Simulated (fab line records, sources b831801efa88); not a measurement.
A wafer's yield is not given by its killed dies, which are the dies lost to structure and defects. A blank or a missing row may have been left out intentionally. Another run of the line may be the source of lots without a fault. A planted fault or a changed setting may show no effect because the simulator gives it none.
Which tool did it? | flow sfq_line | 7 lots, 21 wafers sampled, at 3 steps of a route of 325

WHAT THE GAUGES READ, wafer by wafer
SFQ_R5_RS_MEAS_933: measures by four-point-probe.
lot  | measured     | on            | R5_MONX_RS (ohm/sq)
L484 | day 61 19:28 | film_metro-03 | 7.17 7.13 7.09
L487 | day 62 14:45 | film_metro-03 | 5.53 5.54 5.56
L489 | day 63 11:11 | film_metro-03 | 5.47 5.53 5.46
L494 | day 69 00:07 | film_metro-03 | 7.01 7.10 7.07
L496 | day 69 03:44 | film_metro-03 | 7.09 6.98 6.99
L499 | day 73 14:33 | film_metro-02 | 6.99 6.93 6.99
L502 | day 74 10:12 | film_metro-04 | 7.09 7.10 7.17

EACH LOT AND THE TOOL THAT RAN IT (in order: tool; ch and the chambers of the sampled wafers; start)
lot  | SFQ_TRILAYER_L0_VIA_BARC_OPEN_VIA_ETCH_021 | SFQ_TRILAYER_R5_DEP_SPUTTER_133
L484 | rie_diel-04 ch 0,2,3, day 7 04:19          | pvd_sputter-04, day 61 19:24
L487 | rie_diel-04 ch 1,2,3, day 7 12:40          | pvd_sputter-05, day 62 14:41
L489 | rie_diel-02 ch 1,2, day 7 16:16            | pvd_sputter-05, day 63 11:05
L494 | rie_diel-02 ch 0,3, day 8 05:36            | pvd_sputter-03, day 69 00:02
L496 | rie_diel-02 ch 1,2,3, day 8 18:13          | pvd_sputter-05, day 69 03:38
L499 | rie_diel-03 ch 0,1,3, day 14 17:12         | pvd_sputter-03, day 73 14:27
L502 | rie_diel-04 ch 2,3, day 15 21:46           | pvd_sputter-05, day 74 10:07
- SFQ_TRILAYER_L0_VIA_BARC_OPEN_VIA_ETCH_021: etches BARC in O2, target depth 125 nm, time 41.7 s.
- SFQ_TRILAYER_R5_DEP_SPUTTER_133: material MoNx, target thk 40 nm, time 66.7 s.

THE ANSWER, worked out from the rows above alone
Rule: the usual values come from the lots themselves. The widest of any qualifying gaps counts: lots, ordered by their means at a reading, are off when they make up no more than a third of the lots, leave a main group of 4 or more, and stand apart from it by 3 or more times the standard deviation of that group's means. If all means in a main group match to the digits the tables above print for the reading, that group is not used. Also off: a lot with no number at a reading for which 4 or more lots have one. All remaining lots with rows at the step are treated as sound.
Off: L487, L489, at SFQ_R5_RS_MEAS_933 (R5_MONX_RS). Main group: mean 7.06 ohm/sq, sd 0.06.
A tool fits if, at a process step before that reading, it ran every lot that is off, and no sound lot after the first of them. Those tools and the gauges at SFQ_R5_RS_MEAS_933 are tried in the same way. Not one of the candidates tried fits.

WHAT THE SIMULATOR PUT IN
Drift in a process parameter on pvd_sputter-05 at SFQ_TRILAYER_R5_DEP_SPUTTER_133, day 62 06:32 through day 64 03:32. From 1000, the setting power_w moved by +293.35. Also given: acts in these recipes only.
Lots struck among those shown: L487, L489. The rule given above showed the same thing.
